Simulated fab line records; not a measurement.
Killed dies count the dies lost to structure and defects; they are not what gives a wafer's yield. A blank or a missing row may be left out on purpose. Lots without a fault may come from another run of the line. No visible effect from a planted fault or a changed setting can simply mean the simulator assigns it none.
fab line records -- flow sky130
[record] lots = 5, wafers = 23
route steps=708 shown CAP2M@616 VIA4@639 METAL5@664
startH: the number of hours between the record's first day and the start of the first shown wafer of the lot -- waitH: hours elapsed since this lot's preceding step -- " repeats the value in the row above -- L1.1+2: a single row standing in for several wafers -- - either no value or no given start -- * or withheld: withheld -- < > ~ a bound
route shown NAME@n: NAME is a module with steps in the file, n the number in the route of the first one -- usual: the fault-free wafers' mean and standard deviation -- same: alike in all rows -- chamber/n: place in a boat -- sites: per-site readings -- _std_site: the standard deviation of these -- _edge_site: mean of outer sites minus mean of inner sites -- radiusMm: how far each site lies from the wafer's centre -- mask NAME#n: copy n -- behind: the tool/chamber that last shaped the wafer -- hold: why the lot was held/for how many hours/how that ended -- device: the n, p or np transistor that did not switch -- end of line: the same wafers' tests at the end of the route -- step lacking rows: just its recipe -- killed: at the first sort, the dies lost to defects and structure; wafer yield is something else -- map: a wafer's dies, marking killed ones x, the rest . and places with no die _
set.NAME: the setting as run; set.NAME@STEP: as run at that earlier step -- model.NAME: the simulator's own value behind a step, which no gauge read
lots whose settings were changed on purpose; a table a step, a row a wafer
[[steps]]
[step SKY_CAP2M_METAL_ETCH_13]
[recipe] targetDepthNm = 220, stopOn = SiO2, chemistry = Cl2/BCl3, target = TiN, pressureMtorr = 10, icpW = 900, biasW = 48.5, Cl2_flow_sccm = 60, bcl3FlowSccm = 30, timeS = 62.9
[usual] oesProductAu = 0.939/0.0072
lot.wafer,tool,chamber,startH,waitH,set.biasW,set.timeS@CAP2M_SPUTTER_02,oesProductAu
L074.2,rieMetal-04,0,957.77,0.0,48.5,180.5,0.986
L074.3,rieMetal-04,0,957.77,0.0,48.5,180.5,0.991
L074.4,rieMetal-04,1,957.77,0.0,48.5,166.7,0.944
L074.5,rieMetal-04,1,957.77,0.0,48.5,166.7,0.944
L074.6,rieMetal-04,0,957.77,0.0,48.5,180.5,0.985
L078.1,rieMetal-03,1,985.47,0.0,48.5,166.7,0.952
L078.3,rieMetal-03,1,985.47,0.0,48.5,166.7,0.942
L078.4,rieMetal-03,0,985.47,0.0,48.5,166.7,0.945
L080.1,rieMetal-03,0,1006.52,0.0,48.5,174.3,0.966
L080.3,rieMetal-03,0,1006.52,0.0,46.15,174.3,0.956
L080.4,rieMetal-03,1,1006.52,0.0,46.15,174.3,0.955
L080.5,rieMetal-03,1,1006.52,0.0,46.15,166.7,0.929
L080.6,rieMetal-03,0,1006.52,0.0,48.5,166.7,0.930
L083.1,rieMetal-04,0,1026.27,0.0,48.5,158.9,0.919
L083.2,rieMetal-04,1,1026.27,0.0,48.5,166.7,0.952
L083.3,rieMetal-04,0,1026.27,0.0,53.46,158.9,0.924
L083.4,rieMetal-04,1,1026.27,0.0,53.46,166.7,0.952
L083.6,rieMetal-04,0,1026.27,0.0,53.46,166.7,0.940
L082.1,rieMetal-04,1,1026.57,0.0,44.98,176.8,0.961
L082.2,rieMetal-04,0,1026.57,0.0,44.98,176.8,0.966
L082.3,rieMetal-04,1,1026.57,0.0,48.5,166.7,0.936
L082.4,rieMetal-04,0,1026.57,0.0,44.98,166.7,0.936
L082.6,rieMetal-04,1,1026.57,0.0,48.5,176.8,0.975
[step SKY_CAP2M_STRIP_14]
[recipe] chemistry = O2/N2, powerW = 1400, pressureMtorr = 1500, platenTempC = withheld, o2FlowSccm = 3000, n2FlowSccm = 300, overashFraction = 0.5
[usual] stripTimeToEndpointS = 12.69/0.046
lot.wafer,tool,chamber,startH,waitH,set.resistThkNm@CAP2M_COAT_07,stripTimeToEndpointS
L074.2,plasmaAsher-04,1,957.85,0.1,1140,12.65
L074.3,plasmaAsher-04,0,957.85,0.1,1140,12.70
L074.4,plasmaAsher-04,1,957.85,0.1,1073,11.93
L074.5,plasmaAsher-04,1,957.85,0.1,1073,11.87
L074.6,plasmaAsher-04,0,957.85,0.1,1073,11.95
L078.1,plasmaAsher-01,1,985.55,0.1,1140,12.68
L078.3,plasmaAsher-01,1,985.55,0.1,1140,12.70
L078.4,plasmaAsher-01,0,985.55,0.1,1140,12.70
L080.1,plasmaAsher-04,1,1006.63,0.1,1140,12.66
L080.3,plasmaAsher-04,0,1006.63,0.1,1140,12.75
L080.4,plasmaAsher-04,1,1006.63,0.1,1140,12.74
L080.5,plasmaAsher-04,1,1006.63,0.1,1140,12.74
L080.6,plasmaAsher-04,0,1006.63,0.1,1140,12.69
L083.1,plasmaAsher-03,0,1026.35,0.1,1140,12.68
L083.2,plasmaAsher-03,1,1026.35,0.1,1159,12.83
L083.3,plasmaAsher-03,0,1026.35,0.1,1159,12.84
L083.4,plasmaAsher-03,1,1026.35,0.1,1140,12.58
L083.6,plasmaAsher-03,1,1026.35,0.1,1140,12.63
L082.1,plasmaAsher-01,0,1026.65,0.1,1140,12.72
L082.2,plasmaAsher-01,1,1026.65,0.1,1140,12.76
L082.3,plasmaAsher-01,0,1026.65,0.1,1140,12.68
L082.4,plasmaAsher-01,1,1026.65,0.1,1140,12.75
L082.6,plasmaAsher-01,1,1026.65,0.1,1140,12.71
[step SKY_VIA4_HDPCVD_00]
[recipe] material = SiO2, targetThkNm = 1750, sigmaOpenFrac = 0.3, timeS = 291.7, tempC = 400, sih4FlowSccm = 60, pressureMtorr = 6
lot.wafer,tool,chamber,startH,waitH,set.timeS,model.SiO2_of_VIA4_HDPCVD_00.thkNm
L074.2+3,hdpcvd-02,"1,2",983.30,0.0,291.7,-
L074.4,hdpcvd-02,0,983.30,0.0,304.1,1810
L074.5,hdpcvd-02,2,983.30,0.0,291.7,1768
L074.6,hdpcvd-02,1,983.30,0.0,304.1,-
L078.1,hdpcvd-02,2,1010.62,0.0,291.7,1749
L078.3,hdpcvd-02,1,1010.62,0.0,291.7,1752
L078.4,hdpcvd-02,1,1010.62,0.0,291.7,1743
L080.1,hdpcvd-02,1,1031.82,0.0,276,1648
L080.3,hdpcvd-02,2,1031.82,0.0,276,1644
L080.4,hdpcvd-02,2,1031.82,0.0,291.7,1747
L080.5,hdpcvd-02,1,1031.82,0.0,291.7,1757
L080.6,hdpcvd-02,0,1031.82,0.0,291.7,1726
L083.1,hdpcvd-02,2,1051.66,0.0,291.7,1762
L083.2,hdpcvd-02,0,1051.66,0.0,319.2,1934
L083.3,hdpcvd-02,1,1051.66,0.0,319.2,-
L083.4,hdpcvd-02,2,1051.66,0.0,319.2,1940
L083.6,hdpcvd-02,1,1051.66,0.0,291.7,-
L082.1,hdpcvd-02,2,1052.07,0.0,291.7,1758
L082.2,hdpcvd-02,0,1052.07,0.0,306.5,1832
L082.3,hdpcvd-02,1,1052.07,0.0,306.5,1851
L082.4,hdpcvd-02,1,1052.07,0.0,291.7,1771
L082.6,hdpcvd-02,2,1052.07,0.0,306.5,1831
[step SKY_VIA4_THK_MEAS_01]
[recipe] reads = SiO2_of_VIA4_HDPCVD_00
[usual] VIA4_HDPCVD_THK = 1752/15
lot.wafer,tool,chamber,startH,waitH,set.timeS@VIA4_HDPCVD_00,VIA4_HDPCVD_THK[nm]
L074.2,filmMetro-04,-,983.48,0.1,291.7,1764
L074.3,filmMetro-04,-,983.48,0.1,291.7,1759
L074.4,filmMetro-04,-,983.48,0.1,304.1,1809
L074.5,filmMetro-04,-,983.48,0.1,291.7,1767
L074.6,filmMetro-04,-,983.48,0.1,304.1,1839
L078.1,filmMetro-04,-,1010.80,0.1,291.7,1749
L078.3,filmMetro-04,-,1010.80,0.1,291.7,1751
L078.4,filmMetro-04,-,1010.80,0.1,291.7,1743
L080.1,filmMetro-03,-,1032.00,0.1,276,1647
L080.3,filmMetro-03,-,1032.00,0.1,276,1641
L080.4,filmMetro-03,-,1032.00,0.1,291.7,1748
L080.5,filmMetro-03,-,1032.00,0.1,291.7,1756
L080.6,filmMetro-03,-,1032.00,0.1,291.7,1726
L083.1,filmMetro-01,-,1051.83,0.1,291.7,1762
L083.2,filmMetro-01,-,1051.83,0.1,319.2,1933
L083.3,filmMetro-01,-,1051.83,0.1,319.2,1922
L083.4,filmMetro-01,-,1051.83,0.1,319.2,1941
L083.6,filmMetro-01,-,1051.83,0.1,291.7,1769
L082.1,filmMetro-03,-,1052.25,0.1,291.7,1758
L082.2,filmMetro-03,-,1052.25,0.1,306.5,1832
L082.3,filmMetro-03,-,1052.25,0.1,306.5,1851
L082.4,filmMetro-03,-,1052.25,0.1,291.7,1771
L082.6,filmMetro-03,-,1052.25,0.1,306.5,1832
[step SKY_METAL5_SPUTTER_03]
[recipe] material = Ti, targetThkNm = 5, powerW = 3000, timeS = 3.3, chamberPressurePa = 0.4
lot.wafer,tool,chamber,startH,waitH,set.powerW,model.Ti_of_METAL5_SPUTTER_03.thkNm
L074.2,pvdSputter-04,-,1009.62,0.0,2789,4.777
L074.3,pvdSputter-04,-,1009.62,0.0,2789,4.63
L074.4,pvdSputter-04,-,1009.62,0.0,3000,4.877
L074.5,pvdSputter-04,-,1009.62,0.0,3000,4.86
L074.6,pvdSputter-04,-,1009.62,0.0,2789,4.694
L078.1,pvdSputter-02,-,1036.39,0.0,3000,5.067
L078.3,pvdSputter-02,-,1036.39,0.0,3000,4.943
L078.4,pvdSputter-02,-,1036.39,0.0,3000,4.988
L080.1,pvdSputter-01,-,1057.16,0.0,3000,5.078
L080.3,pvdSputter-01,-,1057.16,0.0,3000,4.979
L080.4,pvdSputter-01,-,1057.16,0.0,2862,4.765
L080.5,pvdSputter-01,-,1057.16,0.0,3000,4.973
L080.6,pvdSputter-01,-,1057.16,0.0,2862,4.82
L083.1,pvdSputter-01,-,1075.73,0.0,3000,4.98
L083.2,pvdSputter-01,-,1075.73,0.0,3000,4.965
L083.3,pvdSputter-01,-,1075.73,0.0,3254,5.394
L083.4,pvdSputter-01,-,1075.73,0.0,3000,5.03
L083.6,pvdSputter-01,-,1075.73,0.0,3254,5.368
L082.1,pvdSputter-04,-,1076.57,0.0,3108,5.163
L082.2,pvdSputter-04,-,1076.57,0.0,3000,5.037
L082.3,pvdSputter-04,-,1076.57,0.0,3000,4.993
L082.4,pvdSputter-04,-,1076.57,0.0,3108,5.008
L082.6,pvdSputter-04,-,1076.57,0.0,3108,5.004
[step SKY_METAL5_METAL_ETCH_15]
[recipe] targetDepthA = 12600, stopOn = SiO2, overEtchFrac = 0.2, timeS = 252, chemistry = Cl2/BCl3, resistSidewallDeg = 86, pressureMtorr = 10, icpW = 900, biasW = 48.5, Cl2_flow_sccm = 60, bcl3FlowSccm = 30
lot.wafer,tool,chamber,startH,waitH,set.biasW,model.NOVOLAK_of_METAL5_COAT_09.thkNm
L074.2,rieMetal-04,0,1033.42,0.0,48.5,-
L074.3+6,rieMetal-04,"0,1",1033.42,0.0,45.82,-
L074.4,rieMetal-04,1,1033.42,0.0,48.5,1033
L074.5,rieMetal-04,0,1033.42,0.0,45.82,1040
L078.1,rieMetal-03,1,1059.71,0.0,48.5,1041
L078.3,rieMetal-03,1,1059.71,0.0,48.5,1036
L078.4,rieMetal-03,0,1059.71,0.0,48.5,1040
L080.1+6,rieMetal-02,1,1078.76,0.0,48.5,1031
L080.3,rieMetal-02,0,1078.76,0.0,48.5,1037
L080.4+5,rieMetal-02,"1,0",1078.76,0.0,48.5,1030
L083.1,rieMetal-03,0,1094.82,0.0,48.5,1043
L083.2,rieMetal-03,1,1094.82,0.0,48.5,1052
L083.3,rieMetal-03,1,1094.82,0.0,43.79,-
L083.4,rieMetal-03,0,1094.82,0.0,43.79,1075
L083.6,rieMetal-03,0,1094.82,0.0,48.5,-
L082.1,rieMetal-04,0,1096.77,0.0,45.81,1055
L082.2,rieMetal-04,1,1096.77,0.0,48.5,1039
L082.3,rieMetal-04,1,1096.77,0.0,48.5,1030
L082.4,rieMetal-04,0,1096.77,0.0,48.5,1031
L082.6,rieMetal-04,0,1096.77,0.0,45.81,1042
[step SKY_METAL5_STRIP_16]
[recipe] chemistry = O2/N2, powerW = 1400, pressureMtorr = 1500, platenTempC = withheld, o2FlowSccm = 3000, n2FlowSccm = 300, overashFraction = 0.5
[usual] stripTimeToEndpointS = 13.10/0.096
lot.wafer,tool,chamber,startH,waitH,set.biasW@METAL5_METAL_ETCH_15,stripTimeToEndpointS
L074.2,plasmaAsher-03,1,1033.66,0.2,48.5,12.96
L074.3,plasmaAsher-03,0,1033.66,0.2,45.82,13.16
L074.4,plasmaAsher-03,1,1033.66,0.2,48.5,13.04
L074.5,plasmaAsher-03,0,1033.66,0.2,45.82,13.11
L074.6,plasmaAsher-03,1,1033.66,0.2,45.82,13.14
L078.1,plasmaAsher-02,0,1059.94,0.2,48.5,13.14
L078.3,plasmaAsher-02,0,1059.94,0.2,48.5,13.09
L078.4,plasmaAsher-02,1,1059.94,0.2,48.5,13.12
L080.1,plasmaAsher-02,0,1078.99,0.2,48.5,13.02
L080.3,plasmaAsher-02,1,1078.99,0.2,48.5,13.10
L080.4,plasmaAsher-02,0,1078.99,0.2,48.5,13.00
L080.5,plasmaAsher-02,0,1078.99,0.2,48.5,13.02
L080.6,plasmaAsher-02,1,1078.99,0.2,48.5,13.02
L083.1,plasmaAsher-02,1,1095.13,0.2,48.5,13.16
L083.2,plasmaAsher-02,0,1095.13,0.2,48.5,13.25
L083.3,plasmaAsher-02,0,1095.13,0.2,43.79,13.66
L083.4,plasmaAsher-02,1,1095.13,0.2,43.79,13.52
L083.6,plasmaAsher-02,0,1095.13,0.2,48.5,13.18
L082.1,plasmaAsher-01,0,1097.01,0.2,45.81,13.27
L082.2,plasmaAsher-01,1,1097.01,0.2,48.5,13.10
L082.3,plasmaAsher-01,0,1097.01,0.2,48.5,13.02
L082.4,plasmaAsher-01,1,1097.01,0.2,48.5,13.03
L082.6,plasmaAsher-01,0,1097.01,0.2,45.81,13.15
[[key]]
[split] step = SKY_CAP2M_METAL_ETCH_13, setting = biasW, stated = 48.5, by = wafer
response none clear
[split] step = SKY_VIA4_HDPCVD_00, setting = timeS, stated = 291.7, by = wafer
[response] step = SKY_VIA4_HDPCVD_00, reading = model.SiO2_of_VIA4_HDPCVD_00.thkNm, change = +17, per = 1%, r = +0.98
[response] step = SKY_VIA4_THK_MEAS_01, reading = VIA4_HDPCVD_THK, change = +16.9, per = 1%, r = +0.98
[split] step = SKY_METAL5_SPUTTER_03, setting = powerW, stated = 3000, by = wafer
[response] step = SKY_METAL5_SPUTTER_03, reading = model.Ti_of_METAL5_SPUTTER_03.thkNm, change = +0.0363, per = 1%, r = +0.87
[split] step = SKY_METAL5_METAL_ETCH_15, setting = biasW, stated = 48.5, by = wafer
[response] step = SKY_METAL5_METAL_ETCH_15, reading = model.NOVOLAK_of_METAL5_COAT_09.thkNm, change = -2.58, per = 1%, r = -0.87
[response] step = SKY_METAL5_STRIP_16, reading = stripTimeToEndpointS, change = *, per = 1%, r = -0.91
split outsideThisFile step=SKY_CAP2M_SPUTTER_02 setting=timeS
split outsideThisFile step=SKY_CAP2M_COAT_07 setting=resistThkNm
// split outsideThisFile: this setting was split too, and the file shows its column; the key of that split is in another file
